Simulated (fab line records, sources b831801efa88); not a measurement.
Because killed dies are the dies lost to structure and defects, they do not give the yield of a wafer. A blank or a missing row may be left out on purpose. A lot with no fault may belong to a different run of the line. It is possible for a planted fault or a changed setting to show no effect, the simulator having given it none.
Lot-split experiment ; flow sky130 ; 23 wafers read from 5 lots, route of 708 steps

== ON THE SPLIT ==
At SKY_LDD_P_DEVELOP_06 (develop time 60 s), the setting developTimeS was moved away from the recipe's 60 s on 10 of the 23 wafers read, by -13.3% to -8.3%. All remaining wafers had this setting at the recipe value.

The file shows no step between the split and the reading.

== THE READING ==
cdNm, in nm, at SKY_LDD_P_CD_MEAS_07 (target cd 380 nm). A value of 380 nm with a standard deviation of 3.3 nm is what fault-free wafers of this fab line usually give.

wafer;tool, chamber at the split;developTimeS as run, s;against the recipe;cdNm, nm;against lot-mates on the recipe
L074.1;lithoTrack-03, 0;52.05;-13.3%;366;-10
L074.2;lithoTrack-03, 0;60;recipe;375;-
L074.3;lithoTrack-03, 0;60;recipe;377;-
L074.5;lithoTrack-03, 0;60;recipe;376;-
L074.6;lithoTrack-03, 0;52.05;-13.3%;363;-13
L079.2;lithoTrack-03, 0;60;recipe;374;-
L079.4;lithoTrack-03, 0;60;recipe;373;-
L079.5;lithoTrack-03, 0;60;recipe;376;-
L082.1;lithoTrack-03, 0;55.04;-8.3%;379;-4
L082.2;lithoTrack-03, 0;55.04;-8.3%;376;-7
L082.3;lithoTrack-03, 0;60;recipe;383;-
L082.4;lithoTrack-03, 0;55.04;-8.3%;374;-9
L082.6;lithoTrack-03, 0;60;recipe;383;-
L081.1;lithoTrack-03, 0;60;recipe;381;-
L081.2;lithoTrack-03, 0;54.06;-9.9%;368;-13
L081.3;lithoTrack-03, 0;60;recipe;381;-
L081.4;lithoTrack-03, 0;54.06;-9.9%;368;-13
L081.6;lithoTrack-03, 0;54.06;-9.9%;367;-14
L084.1;lithoTrack-02, 0;60;recipe;375;-
L084.2;lithoTrack-02, 0;60;recipe;376;-
L084.3;lithoTrack-02, 0;54.79;-8.7%;366;-10
L084.4;lithoTrack-02, 0;54.79;-8.7%;367;-9
L084.6;lithoTrack-02, 0;60;recipe;377;-

THE FIT
A straight line over all 23 wafers: cdNm changes by +0.875 nm for each +1% of developTimeS; r = +0.77; the points scatter about the line by 3.8 nm.
The same after taking each lot's own level away (the mean of its wafers on the recipe; 23 wafers): +1.03 nm for each +1%; r = +0.94; scatter 1.9 nm.
On that fit, the largest move of developTimeS shifts the reading by 14 nm.
The span of the lots' own levels, 374.3 to 383.0 nm, comes to 2.6 times the standard deviation stated above.
So the lot-to-lot level blurs the effect unless lot-mates are compared.
Check: with one of the wafers moved furthest among these (-13.3%) left out of the fit, the line predicts -14.4 nm for it against its lot-mates. Against them it came out at -10 nm.

== FILE'S OWN FIT ==
cdNm changes by +1.03 nm for each +1% of developTimeS, r = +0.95.
